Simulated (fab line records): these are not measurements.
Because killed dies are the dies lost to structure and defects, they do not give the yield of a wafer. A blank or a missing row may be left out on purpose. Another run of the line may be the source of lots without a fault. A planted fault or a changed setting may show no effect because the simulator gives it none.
Split-lot experiment / flow sfq line / on a route of 325 steps: 5 lots, 23 wafers read

## THE SPLIT ITSELF
At SFQ_TRILAYER_R5_LITHO_COAT_141 (resist thk 62 nm), the setting spin rpm was moved away from the recipe's 3000 rpm on 5 of the 23 wafers read, by +1.9% to +5.6%. This setting was run at the recipe's value on the other wafers.

Reading taken at the split's own step.

## THE READING
BARC_of_TRILAYER_R5_LITHO_COAT_141.thk nm (the simulator's own value, which no gauge read), in nm, at SFQ_TRILAYER_R5_LITHO_COAT_141 (resist thk 62 nm). The file gives no usual value for it. The 18 wafers here that ran the recipe average 62.10 nm, standard deviation 0.16 nm.

wafer=L077.1; tool, chamber at the split=litho track-01, 0; spin rpm as run, rpm=3000; against the recipe=recipe; BARC_of_TRILAYER_R5_LITHO_COAT_141.thk nm, nm=62; against lot-mates on the recipe=-
wafer=L077.2; tool, chamber at the split=litho track-01, 0; spin rpm as run, rpm=3000; against the recipe=recipe; BARC_of_TRILAYER_R5_LITHO_COAT_141.thk nm, nm=61.9; against lot-mates on the recipe=-
wafer=L077.3; tool, chamber at the split=litho track-01, 0; spin rpm as run, rpm=3000; against the recipe=recipe; BARC_of_TRILAYER_R5_LITHO_COAT_141.thk nm, nm=62.01; against lot-mates on the recipe=-
wafer=L077.4; tool, chamber at the split=litho track-01, 0; spin rpm as run, rpm=3000; against the recipe=recipe; BARC_of_TRILAYER_R5_LITHO_COAT_141.thk nm, nm=62.02; against lot-mates on the recipe=-
wafer=L077.5; tool, chamber at the split=litho track-01, 0; spin rpm as run, rpm=3000; against the recipe=recipe; BARC_of_TRILAYER_R5_LITHO_COAT_141.thk nm, nm=62.16; against lot-mates on the recipe=-
wafer=L078.1; tool, chamber at the split=litho track-02, 0; spin rpm as run, rpm=3000; against the recipe=recipe; BARC_of_TRILAYER_R5_LITHO_COAT_141.thk nm, nm=62.11; against lot-mates on the recipe=-
wafer=L078.2; tool, chamber at the split=litho track-02, 0; spin rpm as run, rpm=3000; against the recipe=recipe; BARC_of_TRILAYER_R5_LITHO_COAT_141.thk nm, nm=62.22; against lot-mates on the recipe=-
wafer=L078.3; tool, chamber at the split=litho track-02, 0; spin rpm as run, rpm=3000; against the recipe=recipe; BARC_of_TRILAYER_R5_LITHO_COAT_141.thk nm, nm=62.23; against lot-mates on the recipe=-
wafer=L078.4; tool, chamber at the split=litho track-02, 0; spin rpm as run, rpm=3000; against the recipe=recipe; BARC_of_TRILAYER_R5_LITHO_COAT_141.thk nm, nm=62.21; against lot-mates on the recipe=-
wafer=L078.6; tool, chamber at the split=litho track-02, 0; spin rpm as run, rpm=3000; against the recipe=recipe; BARC_of_TRILAYER_R5_LITHO_COAT_141.thk nm, nm=62.1; against lot-mates on the recipe=-
wafer=L079.1; tool, chamber at the split=litho track-03, 0; spin rpm as run, rpm=3000; against the recipe=recipe; BARC_of_TRILAYER_R5_LITHO_COAT_141.thk nm, nm=62.14; against lot-mates on the recipe=-
wafer=L079.2; tool, chamber at the split=litho track-03, 0; spin rpm as run, rpm=3000; against the recipe=recipe; BARC_of_TRILAYER_R5_LITHO_COAT_141.thk nm, nm=62.21; against lot-mates on the recipe=-
wafer=L079.3; tool, chamber at the split=litho track-03, 0; spin rpm as run, rpm=3058; against the recipe=+1.9%; BARC_of_TRILAYER_R5_LITHO_COAT_141.thk nm, nm=61.45; against lot-mates on the recipe=-0.72
wafer=L079.4; tool, chamber at the split=litho track-03, 0; spin rpm as run, rpm=3058; against the recipe=+1.9%; BARC_of_TRILAYER_R5_LITHO_COAT_141.thk nm, nm=61.44; against lot-mates on the recipe=-0.73
wafer=L079.6; tool, chamber at the split=litho track-03, 0; spin rpm as run, rpm=3000; against the recipe=recipe; BARC_of_TRILAYER_R5_LITHO_COAT_141.thk nm, nm=62.15; against lot-mates on the recipe=-
wafer=L081.1; tool, chamber at the split=litho track-03, 0; spin rpm as run, rpm=3000; against the recipe=recipe; BARC_of_TRILAYER_R5_LITHO_COAT_141.thk nm, nm=61.78; against lot-mates on the recipe=-
wafer=L081.2; tool, chamber at the split=litho track-03, 0; spin rpm as run, rpm=3168; against the recipe=+5.6%; BARC_of_TRILAYER_R5_LITHO_COAT_141.thk nm, nm=60.18; against lot-mates on the recipe=-1.55
wafer=L081.4; tool, chamber at the split=litho track-03, 0; spin rpm as run, rpm=3168; against the recipe=+5.6%; BARC_of_TRILAYER_R5_LITHO_COAT_141.thk nm, nm=59.97; against lot-mates on the recipe=-1.77
wafer=L081.5; tool, chamber at the split=litho track-03, 0; spin rpm as run, rpm=3168; against the recipe=+5.6%; BARC_of_TRILAYER_R5_LITHO_COAT_141.thk nm, nm=60.04; against lot-mates on the recipe=-1.70
wafer=L081.6; tool, chamber at the split=litho track-03, 0; spin rpm as run, rpm=3000; against the recipe=recipe; BARC_of_TRILAYER_R5_LITHO_COAT_141.thk nm, nm=61.69; against lot-mates on the recipe=-
wafer=L085.3; tool, chamber at the split=litho track-02, 0; spin rpm as run, rpm=3000; against the recipe=recipe; BARC_of_TRILAYER_R5_LITHO_COAT_141.thk nm, nm=62.33; against lot-mates on the recipe=-
wafer=L085.4; tool, chamber at the split=litho track-02, 0; spin rpm as run, rpm=3000; against the recipe=recipe; BARC_of_TRILAYER_R5_LITHO_COAT_141.thk nm, nm=62.21; against lot-mates on the recipe=-
wafer=L085.6; tool, chamber at the split=litho track-02, 0; spin rpm as run, rpm=3000; against the recipe=recipe; BARC_of_TRILAYER_R5_LITHO_COAT_141.thk nm, nm=62.26; against lot-mates on the recipe=-

THE FIT
A straight line over all 23 wafers: BARC_of_TRILAYER_R5_LITHO_COAT_141.thk nm changes by -0.362 nm for each +1% of spin rpm; r = -0.98; the points scatter about the line by 0.16 nm.
The same after taking each lot's own level away (the mean of its wafers on the recipe; 23 wafers): -0.302 nm for each +1%; r = -0.99; scatter 0.077 nm.
On that fit, the largest move of spin rpm shifts the reading by 1.7 nm.
Measured against the standard deviation above, the lots' own levels, which go from 61.735 to 62.267 nm, span 3.2 times it.
So the slope is not independent of the lot-to-lot level: the two fits are not the same.
Check: with one of the wafers moved furthest among these (+5.6%) left out of the fit, the line predicts -1.77 nm for it against its lot-mates. It came out at -1.55 nm against them.

## THE OTHER SPLITS THESE WAFERS WENT THROUGH
Note: prior to the reading, these wafers also went through further splits. Each is held against what the fit with the lots' levels taken away leaves over:
other split on the same wafers=SFQ_TRILAYER_M5_LITHO_COAT_123 resist thk nm; wafers away from the commonest value=6; r with BARC_of_TRILAYER_R5_LITHO_COAT_141.thk nm (lot level and that fit taken away)=+0.07
other split on the same wafers=SFQ_TRILAYER_M5_ETCH_METAL_ETCH_126 time s; wafers away from the commonest value=10; r with BARC_of_TRILAYER_R5_LITHO_COAT_141.thk nm (lot level and that fit taken away)=+0.22
other split on the same wafers=SFQ_TRILAYER_R5_DEP_SPUTTER_133 time s; wafers away from the commonest value=9; r with BARC_of_TRILAYER_R5_LITHO_COAT_141.thk nm (lot level and that fit taken away)=+0.20

## FILE'S OWN FIT
BARC_of_TRILAYER_R5_LITHO_COAT_141.thk nm changes by -0.306 nm for each +1% of spin rpm, r = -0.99.
